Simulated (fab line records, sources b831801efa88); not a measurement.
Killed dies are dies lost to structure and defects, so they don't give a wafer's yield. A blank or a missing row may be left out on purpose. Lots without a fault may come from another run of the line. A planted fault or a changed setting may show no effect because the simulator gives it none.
A struck lot beside a sound one | flow sky130 | 14 steps out of a route of 708
Sound: wafers L433.1, L433.3, L433.5. Struck: wafers L436.1, L436.6. The cause comes at the end.
At each step with rows: each side's tool, then ch and its chambers, then its first start. Under that, the readings that differ: sound wafers | struck wafers | difference of the means | sigmas: that difference in standard deviations of wafers without a fault.
alike: readings whose means differ by less than 2 such deviations, and words and numbers that are the same on both sides. not compared: withheld readings, readings that some wafer has no value for, bounds like >300 that may hide the same value, and numbers for which the record gives no deviation and whose values overlap.
The two part at a step that has a row with sigmas, a row that says differs or no value, or rows on one side only. Numbers that don't overlap but have no deviation are shown without sigmas and don't part them. A reading that every wafer of one side lacks parts them only if that side has two wafers or more.

first, 1 step without rows for these wafers: SKY_VIA4_CMP_21 (polishes, stops on SiO2, t overpolish 25 s, target thk 0 nm).
SKY_METAL5_SPUTTER_00: material Ti, target thk 15 nm, time 10 s.
  sound on pvd_sputter-04, day 45 13:34; struck on pvd_sputter-04, day 46 13:49
  alike: throttle_valve_pct
SKY_METAL5_SPUTTER_01: material TiN, target thk 20 nm, time 16.7 s.
  sound on pvd_sputter-04, day 45 13:35; struck on pvd_sputter-04, day 46 13:50
  alike: throttle_valve_pct
SKY_METAL5_SPUTTER_02: material AlCu, target thk 1150 nm, time 61.2 s.
  sound on pvd_sputter-04, day 45 13:37; struck on pvd_sputter-04, day 46 13:52
  alike: throttle_valve_pct
SKY_METAL5_SPUTTER_03: material Ti, target thk 5 nm, time 3.3 s.
  sound on pvd_sputter-04, day 45 13:40; struck on pvd_sputter-04, day 46 13:55
  alike: throttle_valve_pct
SKY_METAL5_SPUTTER_04: material TiN, target thk 70 nm, time 58.3 s.
  sound on pvd_sputter-04, day 45 13:41; struck on pvd_sputter-04, day 46 13:56
  alike: throttle_valve_pct
SKY_METAL5_RS_MEAS_05: measures by four-point-probe.
  sound on film_metro-02, day 45 13:46; struck on film_metro-04, day 46 13:59
  alike: METAL5_ALCU_RS
SKY_METAL5_THK_MEAS_06: measures by xrf.
  sound on film_metro-02, day 45 13:53; struck on film_metro-04, day 46 14:07
  alike: METAL5_ALCU_THK
then, 4 steps without rows for these wafers: SKY_METAL5_DEHYDRATE_07 (time 60 s); SKY_METAL5_HMDS_08 (prime time 60 s); SKY_METAL5_COAT_09 (resist thk 1800 nm); SKY_METAL5_SOFTBAKE_10 (time 60 s).
SKY_METAL5_EXPOSE_11: exposes mask MM5, target cd 1600 nm.
  sound on iline_stepper-01 ch 0, day 46 00:05; struck on iline_stepper-01, day 46 23:28
  no value came back on the struck wafers for exposure_dose_mJ_cm2, focus_offset_nm (nm), na; on the sound wafers exposure_dose_mJ_cm2 reads 190.22 190.14 189.98
  alike: mask
then, 1 step without rows for these wafers: SKY_METAL5_PEB_12.

WHERE THEY PART
Only at SKY_METAL5_EXPOSE_11, within this record.

WHY: what the simulator had put in
Skipped step whole: iline_stepper-01, from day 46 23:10 on, at SKY_METAL5_EXPOSE_11. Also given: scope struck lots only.
